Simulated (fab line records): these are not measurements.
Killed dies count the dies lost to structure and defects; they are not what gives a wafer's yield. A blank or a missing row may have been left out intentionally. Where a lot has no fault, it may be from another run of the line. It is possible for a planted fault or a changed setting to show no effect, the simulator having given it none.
Problem report in the 8D (eight disciplines) form, filled by code | flow gf180mcu | the parts of the form that need people (team, actions taken, sign-off) are left out

## 1. THE ISSUE
Mean MVSD_RS at GF_VT_IMPLANT_RS_MEAS_46: 477.4 ohm/sq over 6 wafers in 2 lots; fault-free wafers: 456.6 ohm/sq, standard deviation 1.4. Relative to the usual mean, that is a shift of +15 standard deviations.
The step: measures by four-point-probe.
First observed at day 10 11:07: wafer L423.3, on film-metro-02. At this step, 39 wafers from 13 lots have a number in the record. The rule behind "out" and "out of limits": a value lying over 4 standard deviations away from the usual mean. The other wafers with a number count as sound.

## 2. WHAT IT IS, AND WHAT IT ISN'T
question                    | is                           | is not
which readings at this step | MVSD_RS                      | -
which lots                  | L423, L425                   | L412, L413, L415, L416, L419, L422, L424, L430, L431, L433, L434
which wafers of those lots  | all that have a number       | -
read on which gauges        | film-metro-02, film-metro-04 | film-metro-03
when                        | from day 10 11:07            | up to then (18 sound wafers); but 15 sound wafers of L424, L430, L431, L433, L434 came after

## 3. SUSPECTS, AND WHAT RULES EACH OUT
Counting: any tool at a process step up to the reading is kept as a suspect provided that every lot that is out went through it and no sound lot did after the first of them.
- ruled out: the gauge at GF_VT_IMPLANT_RS_MEAS_46. 2 gauges (film-metro-02, film-metro-04) read the wafers that are out.
- implanter-04 at GF_MVSD_IMPLANT_08: ruled out as a lasting fault. Sound lots L433 ran on it after its first lot that is out, L423 (day 6 23:04).
Left after counting: nothing in the record.

## 4. THE CAUSE (what the simulator had put in)
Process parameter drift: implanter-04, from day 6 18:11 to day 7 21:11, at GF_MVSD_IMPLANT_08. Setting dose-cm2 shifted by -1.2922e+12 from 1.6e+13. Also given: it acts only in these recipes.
The count ruled it out by mistake, since the rule takes a fault to strike every lot its tool runs from the start of the fault on, and this one did not do so.

## 5. SEQUENCE OF EFFECTS, ordered by route
One row per reading whose mean, taken over the struck wafers that have a number, lies over 3 standard deviations from the usual. Only readings for which the record gives a usual standard deviation are gone through. hours: the time from each lot's start at the first step in this table that gives one to its start at this step, as a median over the lots. sigmas: the change in usual standard deviations.
hours | step                     | reading            | usual        | on struck wafers | change   | sigmas
0     | GF_MVSD_IMPLANT_08       | dose-ions-cm2      | 1.6e+13      | 1.5e+13          | -1.3e+12 | -76
0     | GF_MVSD_IMPLANT_08       | faraday-current-uA | 90.0         | 82.2             | -7.8     | -3.9
85    | GF_VT_IMPLANT_RS_MEAS_46 | MVSD_RS            | 456.6 ohm/sq | 477.4            | +20.8    | +15
Its process steps:
- GF_MVSD_IMPLANT_08
Later steps that measure or inspect, where all struck wafers having a row at the step show a number for every such reading and not one has moved that far: GF_HV_LDD_CD_MEAS_07, GF_HV_LDD_OVL_MEAS_08.

## 6. HOW IT WOULD HAVE BEEN CAUGHT EARLIER
89 hours passed between the start of the fault at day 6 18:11 and the first reading out of limits at a measuring or inspecting step in this record, taken at day 10 11:07.
At GF_MVSD_IMPLANT_08, the tool's own readings (dose-ions-cm2) were out on each struck wafer the step has a row for, so an alarm limit on them would have fired on the first such wafer.
